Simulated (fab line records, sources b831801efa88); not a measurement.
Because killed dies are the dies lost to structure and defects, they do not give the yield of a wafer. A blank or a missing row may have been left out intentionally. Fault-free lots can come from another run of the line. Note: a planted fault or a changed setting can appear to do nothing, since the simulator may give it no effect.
fab line records    flow sky130
record lots=12  wafers=36  last_day=50
route steps=708 shown LDD_HVP@285 SPACER@306 RES_XHIGH@334 PAD_OPEN@708
lots that met no fault: taken from a fault-free run of the same line
start_h: the number of hours between the record's first day and the start of the first shown wafer of the lot    wait_h: time in hours since the lot's previous step    " repeats the value in the row above    L1.1+2: one row covering several wafers at once    - no value present, or no start provided    * or withheld: withheld    < > ~ a bound
route shown NAME@n: names a module that has steps shown in the file, with the first one's number in the route    usual: mean/standard deviation taken from wafers without a fault    same: alike in all rows    chamber/n: place in a boat    sites: readings site by site    _std_site: the values' standard deviation    _edge_site: the outer-site mean with the inner-site mean subtracted    radius_mm: how far each site lies from the wafer's centre    mask NAME#n: copy n    behind: the most recent tool/chamber to have shaped the wafer    hold: why the lot went on hold/how many hours it stayed there/how the hold came to an end    device: the n, p or np transistor that did not switch    end of line: at the end of the route, the tests of the same wafers    a step with no rows: only its recipe    killed: dies that structure and defects cost at the first sort, which is not the same as the wafer's yield    map: a wafer's dies, x killed, . not, _ none there
set.NAME: setting as actually run; set.NAME@STEP: the setting as run at that earlier step    model.NAME: the simulator's own value behind a step, which no gauge read
a sample of lots followed through the steps of the route, with each step as a table and each wafer as a row
services: from which hour (start_h, from the record's first day; less than 0 if before it) a tool's chamber was out of use, for how many hours, and why
## steps
# step SKY_LDD_HVP_OVL_MEAS_07
# usual LDD_HVP_OVL=0.3/1.4
lot.wafer  tool        chamber  start_h  wait_h  LDD_HVP_OVL[nm]
L168.1     overlay-01  -        488.09   0.1     -3.1
L168.5     "           -        "        "       -0.8
L168.6     "           -        "        "       0.0
L175.1     overlay-01  -        564.15   0.1     2.0
L175.2     "           -        "        "       0.9
L175.5     "           -        "        "       1.5
L177.2     overlay-02  -        577.55   0.1     -0.6
L177.3     "           -        "        "       -0.2
L177.5     "           -        "        "       -1.4
L182.1     overlay-01  -        621.12   0.1     1.1
L182.4     "           -        "        "       1.4
L182.5     "           -        "        "       1.5
L184.1     overlay-01  -        633.12   0.1     2.4
L184.2     "           -        "        "       0.7
L184.3     "           -        "        "       1.5
L185.1     overlay-01  -        638.20   0.1     0.3
L185.5     "           -        "        "       1.0
L185.6     "           -        "        "       1.4
L186.1     overlay-02  -        649.17   0.1     0.6
L186.3     "           -        "        "       -1.6
L186.4     "           -        "        "       0.5
L187.1     overlay-02  -        659.70   0.1     -1.3
L187.3     "           -        "        "       -3.7
L187.6     "           -        "        "       -2.1
L188.1     overlay-02  -        664.70   0.1     1.1
L188.3     "           -        "        "       -1.2
L188.6     "           -        "        "       -0.8
L189.1     overlay-02  -        676.15   0.1     0.2
L189.4     "           -        "        "       -0.7
L189.5     "           -        "        "       1.4
L190.1     overlay-02  -        683.09   0.1     1.7
L190.2     "           -        "        "       2.2
L190.3     "           -        "        "       1.8
L191.2     overlay-02  -        691.75   0.1     0.7
L191.4     "           -        "        "       -2.3
L191.6     "           -        "        "       -2.9
# step SKY_SPACER_ETCHBACK_02
# recipe chemistry=CH3F/O2  target=Si3N4  stop_on=SiO2  source_w=400  bias_w=80  pressure_mtorr=25  ch3f_flow_sccm=40  O2_flow_sccm=30  time_s=46.7  target_depth_a=450
# usual O2_flow_sccm=30.00/0.089  drypump_motor_current_A=6.0/0.36  oes_product_au=0.857/0.0072  throttle_valve_pct=10.563/0.0083
lot.wafer  tool         chamber  start_h  wait_h  O2_flow_sccm  drypump_motor_current_A  oes_product_au  rf_hours_counter_h  throttle_valve_pct
L168.1     rie_diel-04  2        520.86   0.1     29.95         6.0                      0.862           4                   10.560
L168.5     "            3        "        "       30.09         6.7                      0.854           -                   10.557
L168.6     "            0        "        "       29.93         6.2                      0.856           -                   10.566
L175.1     rie_diel-03  0        596.16   0.1     30.02         6.0                      0.845           5                   10.556
L175.2     "            2        "        "       30.05         5.7                      0.860           13                  10.565
L175.5     "            0        "        "       30.02         6.0                      0.854           -                   10.580
L177.2     rie_diel-04  2        608.81   0.0     29.93         6.0                      0.861           5                   10.554
L177.3     "            1        "        "       29.95         6.0                      0.862           7                   10.548
L177.5     "            2        "        "       30.12         6.0                      0.844           -                   10.572
L182.1     rie_diel-04  2        653.17   0.1     30.02         6.0                      0.877           6                   10.561
L182.4     "            3        "        "       29.97         6.8                      0.871           12                  10.562
L182.5     "            0        "        "       29.97         6.3                      0.860           -                   10.571
L184.1     rie_diel-01  1        664.01   0.1     30.06         5.8                      0.862           0                   10.568
L184.2     "            2        "        "       29.97         6.1                      0.872           6                   10.555
L184.3     "            0        "        "       29.97         5.9                      0.859           6                   10.562
L185.1     rie_diel-04  0        674.14   0.1     29.95         6.2                      0.860           3                   10.565
L185.5     "            3        "        "       29.89         6.7                      0.866           -                   10.553
L185.6     "            2        "        "       30.02         6.0                      0.858           -                   10.559
L186.1     rie_diel-01  0        679.96   0.1     30.06         5.9                      0.860           6                   10.568
L186.3     "            1        "        "       30.05         5.8                      0.863           1                   10.561
L186.4     "            2        "        "       30.15         6.1                      0.849           6                   10.561
L187.1     rie_diel-03  2        690.96   0.1     29.94         5.7                      0.863           15                  10.563
L187.3     "            3        "        "       29.98         5.6                      0.861           1                   10.575
L187.6     "            3        "        "       30.06         5.6                      0.867           -                   10.564
L188.1     rie_diel-01  1        696.54   0.1     29.92         5.8                      0.857           1                   10.568
L188.3     "            2        "        "       29.96         6.1                      0.855           7                   10.561
L188.6     "            2        "        "       30.03         6.1                      0.860           -                   10.557
L189.1     rie_diel-04  3        706.27   0.1     30.23         6.7                      0.854           13                  10.557
L189.4     "            1        "        "       30.13         6.0                      0.859           10                  10.561
L189.5     "            2        "        "       29.85         6.0                      0.858           -                   10.561
L190.1     rie_diel-03  3        713.81   0.1     30.07         5.6                      0.860           2                   10.573
L190.2     "            2        "        "       29.88         5.7                      0.855           15                  10.562
L190.3     "            1        "        "       29.97         5.7                      0.862           9                   10.554
L191.2     rie_diel-03  0        721.66   0.0     30.02         6.0                      0.862           7                   10.566
L191.4     "            3        "        "       30.08         5.6                      0.859           2                   10.549
L191.6     "            1        "        "       30.09         5.6                      0.858           -                   10.573
# step SKY_RES_XHIGH_COAT_02
# recipe resist=NOVOLAK  spin_rpm=3000  resist_thk_nm=1140
# usual spin_speed_rpm=3000.5/1.9
lot.wafer  tool            chamber  start_h  wait_h  spin_speed_rpm
L168.1     litho_track-04  0        595.85   0.1     3000.3
L168.5     "               0        "        "       3000.7
L168.6     "               0        "        "       2998.1
L175.1     litho_track-02  0        668.22   0.1     3062.4
L175.2     "               0        "        "       3066.8
L175.5     "               0        "        "       3065.8
L177.2     litho_track-02  0        681.00   0.1     3063.4
L177.3     "               0        "        "       3066.5
L177.5     "               0        "        "       3066.3
L182.1     litho_track-03  0        722.89   0.1     3001.2
L182.4     "               0        "        "       2997.8
L182.5     "               0        "        "       2996.5
L184.1     litho_track-03  0        733.99   0.1     3002.3
L184.2     "               0        "        "       2999.7
L184.3     "               0        "        "       3000.1
L185.1     litho_track-02  0        743.02   0.1     2998.7
L185.5     "               0        "        "       3001.0
L185.6     "               0        "        "       3000.0
L186.1     litho_track-04  0        748.85   0.1     3000.5
L186.3     "               0        "        "       2998.7
L186.4     "               0        "        "       2999.9
L187.1     litho_track-04  0        759.20   0.1     3000.5
L187.3     "               0        "        "       3000.8
L187.6     "               0        "        "       2998.2
L188.1     litho_track-03  0        765.74   0.1     3001.5
L188.3     "               0        "        "       2997.9
L188.6     "               0        "        "       2999.3
L189.1     litho_track-03  0        776.14   0.1     3005.8
L189.4     "               0        "        "       3002.1
L189.5     "               0        "        "       3001.9
L190.1     litho_track-03  0        782.74   0.1     3003.9
L190.2     "               0        "        "       3001.2
L190.3     "               0        "        "       3003.7
L191.2     litho_track-04  0        789.62   0.1     3000.8
L191.4     "               0        "        "       2998.9
L191.6     "               0        "        "       2998.4
# step SKY_RES_XHIGH_STRIP_08
# recipe chemistry=O2/N2  power_w=1400  pressure_mtorr=1500  platen_temp_c=withheld  o2_flow_sccm=3000  n2_flow_sccm=300  overash_fraction=0.5
# usual drypump_motor_current_A=5.8/0.36  oes_product_au=0.711/0.0044  strip_time_to_endpoint_s=14.28/0.039
lot.wafer  tool             chamber  start_h  wait_h  drypump_motor_current_A  oes_product_au  rf_hours_counter_h  strip_time_to_endpoint_s
L168.1     plasma_asher-04  1        610.85   0.1     5.8                      0.722           51                  14.32
L168.5     "                0        "        "       5.4                      0.709           -                   14.36
L168.6     "                1        "        "       5.8                      0.708           -                   14.33
L175.1     plasma_asher-04  1        682.94   0.1     5.8                      0.711           58                  14.14
L175.2     "                0        "        "       5.4                      0.709           58                  14.13
L175.5     "                1        "        "       5.8                      0.708           -                   14.18
L177.2     plasma_asher-01  1        694.79   0.1     6.1                      0.702           91                  14.10
L177.3     "                1        "        "       6.1                      0.718           -                   14.19
L177.5     "                0        "        "       6.6                      0.720           -                   14.15
L182.1     plasma_asher-02  1        736.94   0.1     5.8                      0.713           28                  14.24
L182.4     "                0        "        "       6.1                      0.707           -                   14.22
L182.5     "                1        "        "       5.7                      0.715           -                   14.23
L184.1     plasma_asher-04  0        748.05   0.1     5.4                      0.711           65                  14.26
L184.2     "                1        "        "       5.8                      0.710           65                  14.28
L184.3     "                0        "        "       5.4                      0.704           -                   14.29
L185.1     plasma_asher-04  0        757.20   0.1     5.4                      0.706           66                  14.32
L185.5     "                1        "        "       5.8                      0.711           -                   14.25
L185.6     "                0        "        "       5.4                      0.713           -                   14.28
L186.1     plasma_asher-04  1        762.64   0.1     5.8                      0.717           66                  14.28
L186.3     "                1        "        "       5.8                      0.703           -                   14.27
L186.4     "                0        "        "       5.4                      0.714           -                   14.30
L187.1     plasma_asher-02  1        773.05   0.1     5.7                      0.712           32                  14.32
L187.3     "                0        "        "       6.1                      0.711           -                   14.29
L187.6     "                1        "        "       5.7                      0.719           -                   14.27
L188.1     plasma_asher-02  0        779.70   0.1     6.1                      0.713           32                  14.27
L188.3     "                1        "        "       5.7                      0.714           -                   14.24
L188.6     "                0        "        "       6.1                      0.723           -                   14.31
L189.1     plasma_asher-01  0        789.12   0.1     6.6                      0.714           100                 14.21
L189.4     "                0        "        "       6.6                      0.711           -                   14.25
L189.5     "                0        "        "       6.6                      0.719           -                   14.26
L190.1     plasma_asher-01  1        795.85   0.1     6.1                      0.705           101                 14.27
L190.2     "                0        "        "       6.6                      0.716           101                 14.23
L190.3     "                1        "        "       6.1                      0.707           -                   14.21
L191.2     plasma_asher-01  0        803.25   0.1     6.6                      0.708           102                 14.25
L191.4     "                0        "        "       6.6                      0.717           -                   14.26
L191.6     "                1        "        "       6.0                      0.713           -                   14.25
# step SKY_RES_XHIGH_TW_MEAS_09
# usual RES_XHIGH_TW=1650/7.8
lot.wafer  tool           chamber  start_h  wait_h  RES_XHIGH_TW
L168.1     film_metro-02  -        610.95   0.1     1641
L168.5     "              -        "        "       1649
L168.6     "              -        "        "       1640
L175.1     film_metro-01  -        683.04   0.1     1651
L175.2     "              -        "        "       1661
L175.5     "              -        "        "       1653
L177.2     film_metro-01  -        694.90   0.1     1651
L177.3     "              -        "        "       1657
L177.5     "              -        "        "       1660
L182.1     film_metro-04  -        737.04   0.1     1646
L182.4     "              -        "        "       1653
L182.5     "              -        "        "       1646
L184.1     film_metro-02  -        748.15   0.1     1645
L184.2     "              -        "        "       1656
L184.3     "              -        "        "       1649
L185.1     film_metro-01  -        757.30   0.1     1651
L185.5     "              -        "        "       1646
L185.6     "              -        "        "       1649
L186.1     film_metro-02  -        762.74   0.1     1646
L186.3     "              -        "        "       1663
L186.4     "              -        "        "       1650
L187.1     film_metro-02  -        773.15   0.1     1635
L187.3     "              -        "        "       1633
L187.6     "              -        "        "       1631
L188.1     film_metro-01  -        779.80   0.1     1659
L188.3     "              -        "        "       1656
L188.6     "              -        "        "       1663
L189.1     film_metro-01  -        789.22   0.1     1650
L189.4     "              -        "        "       1660
L189.5     "              -        "        "       1655
L190.1     film_metro-02  -        795.95   0.1     1649
L190.2     "              -        "        "       1645
L190.3     "              -        "        "       1656
L191.2     film_metro-02  -        803.36   0.1     1640
L191.4     "              -        "        "       1643
L191.6     "              -        "        "       1650
# step SKY_PAD_OPEN_PROBE_99
# usual killed_at_M0_to_M3=43/6.5  killed_at_M4_up=3.2/1.8  killed_at_contacts=24/5.2  killed_at_front_end=15/4  killed_at_other=0.4/0.69  killed_dies=86/8.7  killed_open=47/7  killed_short=39/5.7
# same gross_dies=492  killed_at_back_side=0
lot.wafer  tool       chamber  start_h  wait_h  killed_at_M0_to_M3  killed_at_M4_up  killed_at_contacts  killed_at_front_end  killed_at_other  killed_dies  killed_open  killed_short
L168.1     prober-02  -        1073.62  0.1     35                  1                29                  14                   0                79           44           33
L168.5     prober-02  -        1073.82  0.2     30                  2                26                  19                   0                77           42           35
L168.6     prober-02  -        1073.87  0.2     49                  1                25                  17                   0                92           55           37
L175.1     prober-01  -        1123.72  0.1     59                  3                18                  17                   0                97           59           38
L175.2     prober-01  -        1123.77  0.1     38                  1                12                  13                   0                64           29           35
L175.5     prober-01  -        1123.92  0.2     44                  5                19                  16                   1                85           46           38
L177.2     prober-01  -        1130.48  0.1     52                  3                20                  15                   0                90           48           42
L177.3     prober-01  -        1130.53  0.2     39                  3                23                  12                   0                77           36           41
L177.5     prober-01  -        1130.63  0.2     46                  1                17                  18                   0                82           39           43
L182.1     prober-01  -        1158.32  0.1     37                  1                27                  17                   0                82           48           32
L182.4     prober-01  -        1158.47  0.2     40                  4                37                  12                   0                93           54           37
L182.5     prober-01  -        1158.52  0.2     49                  1                27                  16                   2                95           54           40
L184.1     prober-02  -        1167.21  0.1     40                  6                22                  21                   0                89           40           49
L184.2     prober-02  -        1167.26  0.1     36                  3                16                  14                   1                70           35           35
L184.3     prober-02  -        1167.31  0.2     52                  0                30                  20                   0                102          54           47
L185.1     prober-01  -        1173.96  0.1     41                  4                17                  19                   0                81           38           43
L185.5     prober-01  -        1174.16  0.2     40                  1                33                  15                   0                89           51           37
L185.6     prober-01  -        1174.21  0.2     44                  1                31                  15                   0                91           49           42
L186.1     prober-02  -        1174.57  0.1     36                  4                29                  11                   0                80           44           36
L186.3     prober-02  -        1174.67  0.2     47                  3                23                  18                   0                91           53           38
L186.4     prober-02  -        1174.72  0.2     44                  1                20                  20                   0                85           57           28
L187.1     prober-01  -        1182.32  0.1     49                  5                26                  14                   0                94           42           51
L187.3     prober-01  -        1182.42  0.2     46                  5                25                  10                   0                86           51           35
L187.6     prober-01  -        1182.57  0.2     40                  3                28                  13                   0                84           39           45
L188.1     prober-02  -        1184.51  0.1     45                  5                22                  21                   1                94           49           45
L188.3     prober-02  -        1184.61  0.2     53                  5                24                  19                   0                101          59           42
L188.6     prober-02  -        1184.76  0.2     41                  2                23                  12                   0                78           42           36
L189.1     prober-01  -        1191.71  0.1     31                  4                20                  13                   0                68           37           31
L189.4     prober-01  -        1191.86  0.2     45                  4                34                  20                   0                103          55           48
L189.5     prober-01  -        1191.91  0.2     36                  3                24                  22                   0                85           47           38
L190.1     prober-02  -        1196.57  0.1     57                  6                29                  15                   1                108          61           43
L190.2     prober-02  -        1196.62  0.1     46                  7                31                  12                   0                96           59           36
L190.3     prober-02  -        1196.67  0.2     49                  6                31                  11                   0                97           53           40
L191.2     prober-01  -        1198.31  0.1     37                  0                21                  17                   1                76           45           31
L191.4     prober-01  -        1198.41  0.2     44                  3                24                  18                   0                89           50           39
L191.6     prober-01  -        1198.51  0.2     42                  2                25                  13                   0                82           44           38
# killed by level:class
L168.1 CONTACT:geometric_particle:open=11 FIELD_ISO:geometric_particle:open=9 LI_CONTACT:geometric_particle:open=8 VIA1:geometric_particle:open=6 LI_CONTACT:geometric_particle:short=5 METAL1:geometric_particle:short=5 VIA2:geometric_particle:open=5 CONTACT:geometric_particle:short=4
L168.5 CONTACT:geometric_particle:open=13 FIELD_ISO:geometric_particle:short=7 LI_CONTACT:geometric_particle:open=6 METAL1:geometric_particle:short=6 VIA1:geometric_particle:short=6 VIA2:geometric_particle:open=5 FIELD_ISO:geometric_particle:open=4 POLY_GATE:geometric_particle:open=4
L168.6 VIA1:geometric_particle:open=13 VIA2:geometric_particle:open=9 CONTACT:geometric_particle:open=8 VIA3:geometric_particle:open=7 FIELD_ISO:geometric_particle:open=5 FIELD_ISO:geometric_particle:short=5 LOCAL_INTERCONNECT:geometric_particle:short=5 CONTACT:geometric_particle:short=5
L175.1 VIA2:geometric_particle:open=16 VIA3:geometric_particle:open=12 VIA1:geometric_particle:open=8 CONTACT:geometric_particle:open=7 METAL3:geometric_particle:short=6 POLY_GATE:geometric_particle:short=5 SPACER:geometric_particle:open=5 LI_CONTACT:geometric_particle:short=4
L175.2 VIA1:geometric_particle:open=8 FIELD_ISO:geometric_particle:open=5 LI_CONTACT:geometric_particle:open=5 VIA2:geometric_particle:short=5 VIA2:geometric_particle:open=5 METAL2:geometric_particle:short=4 VIA3:geometric_particle:short=4 FIELD_ISO:geometric_particle:short=3
L175.5 VIA1:geometric_particle:open=10 CONTACT:geometric_particle:open=8 VIA2:geometric_particle:open=7 METAL3:geometric_particle:short=7 LI_CONTACT:geometric_particle:open=5 METAL2:geometric_particle:short=5 VIA3:geometric_particle:open=5 METAL4:geometric_particle:short=4
L177.2 VIA1:geometric_particle:open=12 VIA1:geometric_particle:short=12 CONTACT:geometric_particle:open=10 VIA2:geometric_particle:open=6 CONTACT:geometric_particle:short=5 METAL1:geometric_particle:short=5 VIA3:geometric_particle:open=5 POLY_GATE:geometric_particle:open=4
L177.3 VIA1:geometric_particle:open=9 LI_CONTACT:geometric_particle:open=8 CONTACT:geometric_particle:short=8 VIA1:geometric_particle:short=8 VIA3:geometric_particle:open=5 FIELD_ISO:geometric_particle:short=4 CONTACT:geometric_particle:open=4 METAL2:geometric_particle:short=4
L177.5 METAL2:geometric_particle:short=13 VIA1:geometric_particle:open=10 METAL1:geometric_particle:short=7 FIELD_ISO:geometric_particle:short=6 CONTACT:geometric_particle:short=6 CONTACT:geometric_particle:open=6 POLY_GATE:geometric_particle:open=5 VIA1:geometric_particle:short=5
L182.1 VIA1:geometric_particle:open=11 LI_CONTACT:geometric_particle:open=8 CONTACT:geometric_particle:open=8 FIELD_ISO:geometric_particle:open=6 CONTACT:geometric_particle:short=5 VIA3:geometric_particle:open=5 METAL3:geometric_particle:short=4 FIELD_ISO:geometric_particle:short=3
L182.4 CONTACT:geometric_particle:open=16 VIA2:geometric_particle:open=10 LI_CONTACT:geometric_particle:open=9 VIA1:geometric_particle:open=7 LOCAL_INTERCONNECT:geometric_particle:short=5 METAL1:geometric_particle:short=5 VIA1:geometric_particle:short=5 FIELD_ISO:geometric_particle:short=4
L182.5 VIA1:geometric_particle:open=12 VIA3:geometric_particle:open=12 CONTACT:geometric_particle:short=7 CONTACT:geometric_particle:open=7 LI_CONTACT:geometric_particle:open=6 VIA3:geometric_particle:short=5 POLY_GATE:geometric_particle:short=4 LI_CONTACT:geometric_particle:short=4
L184.1 LI_CONTACT:geometric_particle:open=8 VIA2:geometric_particle:open=8 VIA1:geometric_particle:open=7 FIELD_ISO:geometric_particle:open=6 FIELD_ISO:geometric_particle:short=6 CONTACT:geometric_particle:open=6 METAL1:geometric_particle:short=5 VIA2:geometric_particle:short=5
L184.2 VIA1:geometric_particle:open=7 VIA3:geometric_particle:open=7 FIELD_ISO:geometric_particle:short=5 LI_CONTACT:geometric_particle:open=5 VIA1:geometric_particle:short=5 VIA3:geometric_particle:short=5 METAL2:geometric_particle:short=4 FIELD_ISO:geometric_particle:open=3
L184.3 VIA1:geometric_particle:open=12 CONTACT:geometric_particle:open=10 VIA1:geometric_particle:short=10 FIELD_ISO:geometric_particle:open=7 LI_CONTACT:geometric_particle:open=7 VIA3:geometric_particle:open=6 VIA2:geometric_particle:open=6 LOCAL_INTERCONNECT:geometric_particle:short=5
L185.1 VIA1:geometric_particle:open=11 CONTACT:geometric_particle:open=7 METAL3:geometric_particle:short=6 FIELD_ISO:geometric_particle:short=5 POLY_GATE:geometric_particle:short=5 METAL2:geometric_particle:short=5 VIA3:geometric_particle:short=5 POLY_GATE:geometric_particle:open=4
L185.5 LI_CONTACT:geometric_particle:open=11 VIA1:geometric_particle:open=10 CONTACT:geometric_particle:open=9 VIA1:geometric_particle:short=6 FIELD_ISO:geometric_particle:short=5 POLY_GATE:geometric_particle:short=5 VIA2:geometric_particle:open=5 LOCAL_INTERCONNECT:geometric_particle:open=4
L185.6 CONTACT:geometric_particle:open=12 LI_CONTACT:geometric_particle:open=7 VIA1:geometric_particle:open=7 VIA3:geometric_particle:open=7 VIA2:geometric_particle:open=7 POLY_GATE:geometric_particle:short=6 LOCAL_INTERCONNECT:geometric_particle:short=6 FIELD_ISO:geometric_particle:open=5
L186.1 LI_CONTACT:geometric_particle:open=10 CONTACT:geometric_particle:open=8 VIA1:geometric_particle:open=7 VIA2:geometric_particle:open=6 METAL3:geometric_particle:short=4 LI_CONTACT:geometric_particle:short=4 LOCAL_INTERCONNECT:geometric_particle:short=4 METAL2:geometric_particle:short=4
L186.3 VIA1:geometric_particle:open=11 CONTACT:geometric_particle:open=8 VIA3:geometric_particle:open=8 POLY_GATE:geometric_particle:open=7 VIA2:geometric_particle:open=7 METAL2:geometric_particle:short=6 FIELD_ISO:geometric_particle:short=4 FIELD_ISO:geometric_particle:open=4
L186.4 VIA1:geometric_particle:open=16 LI_CONTACT:geometric_particle:open=10 VIA3:geometric_particle:open=8 VIA2:geometric_particle:open=7 POLY_GATE:geometric_particle:short=5 FIELD_ISO:geometric_particle:short=4 FIELD_ISO:geometric_particle:open=4 POLY_GATE:geometric_particle:open=4
L187.1 VIA1:geometric_particle:open=10 METAL1:geometric_particle:short=9 VIA2:geometric_particle:open=8 CONTACT:geometric_particle:open=7 POLY_GATE:geometric_particle:short=6 METAL4:geometric_particle:short=5 LI_CONTACT:geometric_particle:open=5 LOCAL_INTERCONNECT:geometric_particle:short=5
L187.3 CONTACT:geometric_particle:open=10 VIA1:geometric_particle:open=10 VIA2:geometric_particle:open=8 METAL2:geometric_particle:short=6 VIA3:geometric_particle:open=5 FIELD_ISO:geometric_particle:open=4 LOCAL_INTERCONNECT:geometric_particle:short=4 VIA1:geometric_particle:short=4
L187.6 CONTACT:geometric_particle:open=11 VIA1:geometric_particle:short=7 VIA3:geometric_particle:open=7 LI_CONTACT:geometric_particle:open=6 LOCAL_INTERCONNECT:geometric_particle:short=6 METAL2:geometric_particle:short=6 VIA1:geometric_particle:open=5 CONTACT:geometric_particle:short=4
L188.1 VIA1:geometric_particle:open=12 METAL2:geometric_particle:short=8 CONTACT:geometric_particle:open=7 VIA3:geometric_particle:open=7 LI_CONTACT:geometric_particle:open=6 LOCAL_INTERCONNECT:geometric_particle:short=5 FIELD_ISO:geometric_particle:open=4 CONTACT:geometric_particle:short=4
L188.3 VIA3:geometric_particle:open=12 METAL2:geometric_particle:short=10 VIA1:geometric_particle:open=9 FIELD_ISO:geometric_particle:short=8 CONTACT:geometric_particle:open=8 LI_CONTACT:geometric_particle:open=6 VIA2:geometric_particle:open=6 POLY_GATE:geometric_particle:open=5
L188.6 VIA1:geometric_particle:open=12 CONTACT:geometric_particle:open=7 LOCAL_INTERCONNECT:geometric_particle:short=7 LI_CONTACT:geometric_particle:open=6 VIA3:geometric_particle:open=6 METAL1:geometric_particle:short=5 POLY_GATE:geometric_particle:short=4 METAL2:geometric_particle:short=4
L189.1 VIA1:geometric_particle:open=9 LI_CONTACT:geometric_particle:open=7 SPACER:geometric_particle:short=6 VIA2:geometric_particle:open=6 CONTACT:geometric_particle:open=6 VIA1:geometric_particle:short=5 LOCAL_INTERCONNECT:geometric_particle:short=4 METAL2:geometric_particle:short=4
L189.4 CONTACT:geometric_particle:open=15 VIA1:geometric_particle:open=7 VIA3:geometric_particle:open=7 VIA2:geometric_particle:open=7 LOCAL_INTERCONNECT:geometric_particle:short=6 CONTACT:geometric_particle:short=6 METAL1:geometric_particle:short=6 FIELD_ISO:geometric_particle:open=5
L189.5 LI_CONTACT:geometric_particle:open=10 VIA2:geometric_particle:open=7 FIELD_ISO:geometric_particle:open=6 FIELD_ISO:geometric_particle:short=5 VIA1:geometric_particle:short=5 METAL2:geometric_particle:short=5 VIA3:geometric_particle:open=4 SPACER:geometric_particle:open=4
L190.1 CONTACT:geometric_particle:open=15 VIA3:geometric_particle:open=12 VIA1:geometric_particle:open=10 VIA2:geometric_particle:open=9 METAL1:geometric_particle:short=7 VIA3:geometric_particle:short=6 LI_CONTACT:geometric_particle:open=5 VIA1:geometric_particle:short=5
L190.2 VIA1:geometric_particle:open=14 VIA3:geometric_particle:open=12 LI_CONTACT:geometric_particle:open=10 CONTACT:geometric_particle:open=8 LOCAL_INTERCONNECT:geometric_particle:short=5 METAL1:geometric_particle:short=5 LI_CONTACT:geometric_particle:short=4 CONTACT:geometric_particle:short=4
L190.3 CONTACT:geometric_particle:open=10 VIA3:geometric_particle:open=10 VIA1:geometric_particle:open=10 LI_CONTACT:geometric_particle:open=9 VIA2:geometric_particle:open=8 VIA1:geometric_particle:short=7 LOCAL_INTERCONNECT:geometric_particle:short=6 METAL1:geometric_particle:short=6
L191.2 CONTACT:geometric_particle:open=12 VIA1:geometric_particle:open=8 POLY_GATE:geometric_particle:short=6 VIA3:geometric_particle:open=5 METAL2:geometric_particle:short=5 VIA2:geometric_particle:open=5 LI_CONTACT:geometric_particle:open=4 METAL1:geometric_particle:short=4
L191.4 VIA1:geometric_particle:open=12 CONTACT:geometric_particle:open=9 FIELD_ISO:geometric_particle:open=8 VIA3:geometric_particle:open=6 FIELD_ISO:geometric_particle:short=5 METAL1:geometric_particle:short=5 VIA1:geometric_particle:short=5 METAL2:geometric_particle:short=5
L191.6 CONTACT:geometric_particle:open=12 VIA2:geometric_particle:open=9 VIA3:geometric_particle:open=7 METAL2:geometric_particle:short=6 FIELD_ISO:geometric_particle:short=4 LI_CONTACT:geometric_particle:open=4 CONTACT:geometric_particle:short=4 METAL1:geometric_particle:short=4
## services
tool             chamber  start_h  hours  kind
rie_diel-01      3        507.98   13.8   repair
rie_diel-01      1        522.52   1.7    repair
plasma_asher-01  -        536.00   0.5    repair
rie_diel-04      3        544.42   5.6    repair
rie_diel-01      0        561.76   3.1    repair
rie_diel-04      2        564.48   39.0   repair
plasma_asher-02  -        567.20   13.2   repair
rie_diel-04      1        569.58   6.1    repair
rie_diel-04      0        579.21   2.9    repair
plasma_asher-04  -        580.69   2.2    repair
rie_diel-04      1        592.82   2.4    repair
rie_diel-03      -        602.87   2.4    repair
rie_diel-03      1        629.44   2.6    repair
plasma_asher-01  -        637.79   3.7    repair
rie_diel-01      2        654.32   5.8    repair
rie_diel-03      -        686.08   1.0    repair
rie_diel-03      3        692.95   2.6    repair
plasma_asher-04  -        707.04   2.8    pm
rie_diel-04      1        717.43   4.2    repair
rie_diel-04      -        729.58   0.8    repair
plasma_asher-01  -        746.89   2.4    repair
rie_diel-01      -        753.58   2.8    pm
rie_diel-04      2        763.61   8.6    repair
plasma_asher-04  -        800.39   3.3    repair
## key
first_sign step=SKY_RES_XHIGH_COAT_02  reading=spin_speed_rpm  direction=up  sigmas=35  usual=3000.5  struck=3065.2
effect step=SKY_RES_XHIGH_STRIP_08  reading=strip_time_to_endpoint_s  direction=down  sigmas=3.2  usual=*  struck=*
met_at SKY_RES_XHIGH_COAT_02
struck_lots L175,L177
tester_left_out L175,L177
not_acting_at SKY_LDD_HVP_OVL_MEAS_07,SKY_SPACER_ETCHBACK_02,SKY_RES_XHIGH_TW_MEAS_09
fault kind=process_parameter_drift  tool=litho_track-02  chamber=-  onset_h=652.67  steps=SKY_RES_XHIGH_COAT_02  channel=spin_rpm  offset=65.132  shape=step  end_h=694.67  acts_in=these_recipes_only  stated=3000
# tester_left_out: of these lots the tester's yield and bins aren't shown, on N5 and GAA mostly nor the transistor test; their killed dies are dies lost to structure and defects alone, not to doping, threshold or leakage, so they don't give the yield
